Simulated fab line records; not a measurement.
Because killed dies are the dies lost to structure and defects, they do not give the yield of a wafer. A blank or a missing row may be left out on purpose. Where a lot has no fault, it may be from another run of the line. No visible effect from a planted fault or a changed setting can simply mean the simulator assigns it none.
Lot-split experiment	flow sfq-line	23 wafers read from 5 lots, route of 325 steps

== SPLIT DETAILS ==
At SFQ_TRILAYER_I1_VIA_LITHO_EXPOSE_050 (exposes mask I1, target cd 500 nm), the setting dose-mj was moved away from the recipe's 21.3 on 8 of the 23 wafers read, by -3.1% to +3.9%. The other wafers ran this setting at the recipe's value.

== FROM THE SPLIT TO THE READING: what the file shows between them, 2 steps ==
- SFQ_TRILAYER_I1_VIA_LITHO_PEB_052: peb time 60 s
- SFQ_TRILAYER_I1_VIA_LITHO_DEVELOP_051: time 60 s

== THE READING ==
I1.cd-nm (the simulator's own value, which no gauge read), in nm, at SFQ_TRILAYER_I1_VIA_BARC_OPEN_VIA_ETCH_071 (etches BARC in O2, target depth 125 nm, time 41.7 s). The file does not state a usual value for it. Here, 15 wafers ran the recipe; their average is 499.4 nm with a standard deviation of 0.93 nm.

wafer	tool, chamber at the split	dose-mj as run	against the recipe	I1.cd-nm, nm	against lot-mates on the recipe
L078.4	krf-scanner-01, 0	21.3	recipe	499.5	-
L078.5	krf-scanner-01, 0	21.3	recipe	500.1	-
L078.6	krf-scanner-01, 0	21.3	recipe	500.4	-
L079.1	krf-scanner-01, 0	22.13	+3.9%	505.6	+5.2
L079.3	krf-scanner-01, 0	21.3	recipe	501	-
L079.4	krf-scanner-01, 0	22.13	+3.9%	506.5	+6.1
L079.5	krf-scanner-01, 0	21.3	recipe	500.9	-
L079.6	krf-scanner-01, 0	21.3	recipe	499.2	-
L080.1	krf-scanner-01, 0	21.3	recipe	498.8	-
L080.2	krf-scanner-01, 0	21.3	recipe	500.5	-
L080.3	krf-scanner-01, 0	20.64	-3.1%	492.8	-6.5
L080.4	krf-scanner-01, 0	21.3	recipe	498.5	-
L080.6	krf-scanner-01, 0	20.64	-3.1%	496.9	-2.4
L084.1	krf-scanner-02, 0	21.3	recipe	498.3	-
L084.2	krf-scanner-02, 0	20.7	-2.8%	492.3	-6.2
L084.4	krf-scanner-02, 0	21.3	recipe	498.1	-
L084.5	krf-scanner-02, 0	21.3	recipe	499	-
L084.6	krf-scanner-02, 0	20.7	-2.8%	495	-3.5
L085.1	krf-scanner-02, 0	20.85	-2.1%	496.1	-3.0
L085.2	krf-scanner-02, 0	21.3	recipe	498.7	-
L085.5	krf-scanner-02, 0	21.3	recipe	498.7	-
L085.3	krf-scanner-02, 0	20.85	-2.1%	495	-4.1
L085.6	krf-scanner-02, 0	21.3	recipe	500	-

THE FIT
A straight line over all 23 wafers: I1.cd-nm changes by +1.73 nm for each +1% of dose-mj; r = +0.94; the points scatter about the line by 1.2 nm.
The same after taking each lot's own level away (the mean of its wafers on the recipe; 23 wafers): +1.52 nm for each +1%; r = +0.94; scatter 0.99 nm.
According to that fit, moving dose-mj by its largest amount changes the reading by 5.9 nm.
Across the lots, their own levels run from 498.47 to 500.37 nm, a range of 2.0 times the standard deviation given above.
Hence the slope depends on the lot-to-lot level, as the two fits are not the same.
Check: for one of the wafers moved furthest among these (+3.9%), held out of the fit, the line's prediction against its lot-mates is +6.13 nm. Against them it came out at +5.23 nm.

== ADDITIONAL SPLITS CARRIED BY THESE WAFERS ==
These wafers also went through other splits before the reading. Each is held against what the fit with the lots' levels taken away leaves over:
other split on the same wafers	wafers away from the commonest value	r with I1.cd-nm (lot level and that fit taken away)
SFQ_TRILAYER_INCOMING_OXIDATION_002 temp-c	18	+0.12
SFQ_TRILAYER_L0_LITHO_PEB_008 peb-time-s	9	-0.34
SFQ_TRILAYER_L0_BARC_OPEN_METAL_ETCH_010 bias-w	8	+0.18
SFQ_TRILAYER_L0_VIA_LITHO_EXPOSE_014 dose-mj	10	+0.03
SFQ_TRILAYER_L0_VIA_BARC_OPEN_VIA_ETCH_021 bias-w	11	-0.27
SFQ_TRILAYER_M0_LITHO_COAT_026 resist-thk-nm	10	+0.11
SFQ_TRILAYER_M0_BARC_OPEN_METAL_ETCH_031 time-s	4	+0.16
SFQ_TRILAYER_I0_CMP_CMP_028 leave-above-ref-nm	8	-0.03
SFQ_TRILAYER_I0_VIA_LITHO_PEB_034 peb-time-s	7	-0.39
SFQ_TRILAYER_I0_VIA_BARC_OPEN_VIA_ETCH_046 source-w	8	-0.05
SFQ_TRILAYER_M1_LITHO_EXPOSE_040 dose-mj	4	-0.05
SFQ_TRILAYER_M1_BARC_OPEN_METAL_ETCH_054 time-s	10	-0.40

== THE FILE'S OWN FIT ==
I1.cd-nm changes by +1.53 nm for each +1% of dose-mj, r = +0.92.
